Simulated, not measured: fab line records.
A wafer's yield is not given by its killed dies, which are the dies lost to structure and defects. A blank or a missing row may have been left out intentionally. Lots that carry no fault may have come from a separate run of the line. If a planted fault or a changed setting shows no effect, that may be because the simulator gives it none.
fab line records	flow sky130
record lots=6	wafers=18	last-day=50
route steps=708 shown SONOS_ONO@184 GATE_OXIDE@187
lots untouched by any fault: they come from a run of this same line in which no faults occurred
start-h: hours from the record's opening day to when the first of the lot's shown wafers began	wait-h: hours elapsed since this lot's preceding step	" unchanged from the row above	L1.1+2: a row that stands for several wafers	- either no value or no given start	* or withheld: withheld	< > ~ a bound
route shown NAME@n: a module of which the file shows steps, and the number in the route of the first	usual: mean and standard deviation over wafers with no fault	same: alike in all rows	chamber/n: place in a boat	sites: per-site readings	_std_site: standard deviation across them	_edge_site: the outer-site mean with the inner-site mean subtracted	radius-mm: how far each site lies from the wafer's centre	mask NAME#n: copy n	behind: the last tool/chamber to shape the wafer	hold: cause of the lot's hold/its duration in hours/its outcome	device: which transistor (n, p or np) failed to switch	end of line: at the end of the route, the tests of the same wafers	where a step has no rows: the recipe by itself	killed: count of dies lost to structure and defects at first sort (not the wafer's yield)	map: per-die view of a wafer (x killed, . not killed, _ where there is no die)
set.NAME: the run value of the setting; set.NAME@STEP: its run value at that earlier step	model.NAME: the simulator's own value behind a step, which no gauge read
lots seen at some steps along the route; tables by step, rows by wafer
services: from which hour (start-h, from the record's first day; less than 0 if before it) a tool's chamber was out of use, for how many hours, and why
## steps
# step SKY_SONOS_ONO_WET_ETCH_16
# recipe chemistry=dHF	target-depth-nm=14	dry=n2-spin	target=SiO2	dilution=100:1	temp-c=25	time-s=280
# step SKY_SONOS_ONO_STRIP_17
# recipe chemistry=O2/N2	power-w=1400	pressure-mtorr=1500	platen-temp-c=withheld	o2-flow-sccm=3000	n2-flow-sccm=300	overash-fraction=0.5
# usual drypump-motor-current-A=5.8/0.46	oes-product-au=0.709/0.0045	strip-time-to-endpoint-s=14.09/0.04
lot.wafer	tool	chamber	start-h	wait-h	drypump-motor-current-A	oes-product-au	rf-hours-counter-h	strip-time-to-endpoint-s
L522.1	plasma-asher-01	0	326.26	0.0	5.8	0.710	51	14.13
L522.2	"	1	"	"	6.7	0.707	51	14.16
L522.4	"	0	"	"	5.8	0.706	-	14.13
L532.1	plasma-asher-01	1	396.08	0.0	6.7	0.710	58	14.12
L532.4	"	1	"	"	6.7	0.714	-	14.11
L532.5	"	1	"	"	6.7	0.704	-	14.12
L536.3	plasma-asher-01	0	427.56	0.0	5.8	0.710	-	14.08
L536.4	"	1	"	"	6.7	0.706	-	14.11
L536.5	"	1	"	"	6.7	0.710	-	14.13
L539.3	plasma-asher-03	0	449.28	0.0	5.2	0.708	-	14.07
L539.4	"	1	"	"	5.3	0.703	-	14.06
L539.6	"	0	"	"	5.2	0.707	-	14.07
L540.1	plasma-asher-02	0	475.76	0.0	5.9	0.704	36	14.11
L540.3	"	0	"	"	5.9	0.703	-	14.13
L540.4	"	1	"	"	5.7	0.707	-	14.04
L541.3	plasma-asher-02	0	476.71	0.0	5.9	0.713	-	14.01
L541.4	"	1	"	"	5.7	0.718	-	14.04
L541.5	"	1	"	"	5.7	0.716	-	14.04
# step SKY_SONOS_ONO_WET_ETCH_18
# recipe chemistry=H3PO4	target-depth-nm=15	target=Si3N4	temp-c=160	time-s=172
# step SKY_GATE_OXIDE_CLEAN_00
# recipe chemistry=SC1/SC2	mix=1:4:20	temp-c=70	time-s=150	dry=n2-spin
# step SKY_GATE_OXIDE_OXIDATION_01
# recipe temp-c=900	ambient=O2	stabilise-s=600	purge-s=300	target-thk-a=102.68	ox-time-s=1473
# step SKY_GATE_OXIDE_THK_MEAS_02
# recipe reads=SiO2_of_GATE_OXIDE_OXIDATION_01
# usual GATE_OXIDE_OXIDATION_00_THK=10.23/0.17
lot.wafer	tool	chamber	start-h	wait-h	GATE_OXIDE_OXIDATION_00_THK[nm]
L522.1	film-metro-01	-	329.92	0.0	9.97
L522.2	"	-	"	"	9.94
L522.4	"	-	"	"	10.10
L532.1	film-metro-03	-	398.59	0.0	10.19
L532.4	"	-	"	"	10.14
L532.5	"	-	"	"	10.06
L536.3	film-metro-02	-	429.16	0.0	10.23
L536.4	"	-	"	"	10.30
L536.5	"	-	"	"	10.30
L539.3	film-metro-02	-	450.93	0.0	10.20
L539.4	"	-	"	"	10.12
L539.6	"	-	"	"	10.31
L540.1	film-metro-03	-	477.38	0.0	10.25
L540.3	"	-	"	"	10.36
L540.4	"	-	"	"	10.53
L541.3	film-metro-02	-	478.66	0.0	10.20
L541.4	"	-	"	"	10.02
L541.5	"	-	"	"	10.17
# step SKY_GATE_OXIDE_DEHYDRATE_03
# recipe temp-c=200	time-s=60
# step SKY_GATE_OXIDE_HMDS_04
# recipe prime-time-s=60	prime-temp-c=120
# step SKY_GATE_OXIDE_COAT_05
# recipe resist=NOVOLAK	spin-rpm=3000	resist-thk-nm=1140
# step SKY_GATE_OXIDE_SOFTBAKE_06
# recipe temp-c=90	time-s=60	resist=NOVOLAK
# step SKY_GATE_OXIDE_EXPOSE_07
# recipe mask-id=LVOM	na=0.6	source-shape=conventional	sigma-outer=0.6	polarization=unpolarized	target-cd-nm=600	dose-mj=170
# step SKY_GATE_OXIDE_PEB_08
# recipe temp-c=withheld	time-s=*	resist=NOVOLAK
# step SKY_GATE_OXIDE_DEVELOP_09
# recipe resist=NOVOLAK	developer=TMAH	develop-time-s=60	dev-temp-c=23
# usual chill-plate-temp-C=22.99/0.1	develop-time-s=60/0
lot.wafer	tool	chamber	start-h	wait-h	chill-plate-temp-C	develop-time-s
L522.1	litho-track-04	0	356.54	0.1	22.85	60
L522.2	"	0	"	"	22.98	60
L522.4	"	0	"	"	22.87	60
L532.1	litho-track-02	0	428.51	0.1	22.98	60
L532.4	"	0	"	"	23.03	60
L532.5	"	0	"	"	23.14	60
L536.3	litho-track-04	0	459.84	0.1	23.22	60
L536.4	"	0	"	"	23.14	60
L536.5	"	0	"	"	23.06	60
L539.3	litho-track-01	-	481.44	0.1	-	-
L539.4	"	-	"	"	-	-
L539.6	"	-	"	"	-	-
L540.1	litho-track-02	-	507.31	0.1	-	-
L540.3	"	-	"	"	-	-
L540.4	"	-	"	"	-	-
L541.3	litho-track-02	0	508.46	0.1	22.85	60
L541.4	"	0	"	"	23.00	60
L541.5	"	0	"	"	22.91	60
# step SKY_GATE_OXIDE_OVL_MEAS_10
# usual GATE_OXIDE_OVL=-0.7/1.5
lot.wafer	tool	chamber	start-h	wait-h	GATE_OXIDE_OVL[nm]
L522.1	overlay-02	-	356.69	0.1	-1.4
L522.2	"	-	"	"	-1.0
L522.4	"	-	"	"	-0.9
L532.1	overlay-01	-	428.66	0.1	-0.4
L532.4	"	-	"	"	0.3
L532.5	"	-	"	"	-0.5
L536.3	overlay-02	-	459.95	0.1	-1.4
L536.4	"	-	"	"	-0.8
L536.5	"	-	"	"	-1.1
L539.3	overlay-02	-	481.56	0.1	-
L539.4	"	-	"	"	-
L539.6	"	-	"	"	-
L540.1	overlay-02	-	507.46	0.1	-
L540.3	"	-	"	"	-
L540.4	"	-	"	"	-
L541.3	overlay-02	-	508.58	0.1	-1.9
L541.4	"	-	"	"	-2.4
L541.5	"	-	"	"	-0.6
## services
tool	chamber	start-h	hours	kind
plasma-asher-02	-	311.62	1.4	repair
plasma-asher-03	-	319.78	14.6	pm
plasma-asher-02	-	324.56	1.8	repair
plasma-asher-02	-	357.47	2.8	pm
plasma-asher-02	-	426.38	9.4	repair
plasma-asher-01	-	470.62	7.4	repair
## key
first-sign step=SKY_GATE_OXIDE_DEVELOP_09	reading=tool-record	direction=missing
effect none on later readings
met-at SKY_GATE_OXIDE_DEVELOP_09
struck-wafers L539.3,L539.4,L539.6,L540.1,L540.3,L540.4
later-rows-left-out L539.3,L539.4,L539.6,L540.1,L540.3,L540.4
sort-left-out L539.3,L539.4,L539.6,L540.1,L540.3,L540.4
tester-left-out L539,L540
onset-between 428.51 481.44
fault kind=skipped-step-whole	tool=litho-track-01,litho-track-02	chamber=-	onset-h=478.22	steps=SKY_GATE_OXIDE_DEVELOP_09	scope=struck-lots-only
# tester-left-out: of these lots the tester's yield and bins aren't shown, on N5 and GAA mostly nor the transistor test; their killed dies are dies lost to structure and defects alone, not to doping, threshold or leakage, so they don't give the yield
# sort-left-out: the simulated sort isn't trusted on such a fault, so these wafers' sort isn't shown, and their yield isn't known
# later-rows-left-out: the simulator's readings of these wafers behind a module that went badly wrong aren't trusted and aren't shown, but for the sort
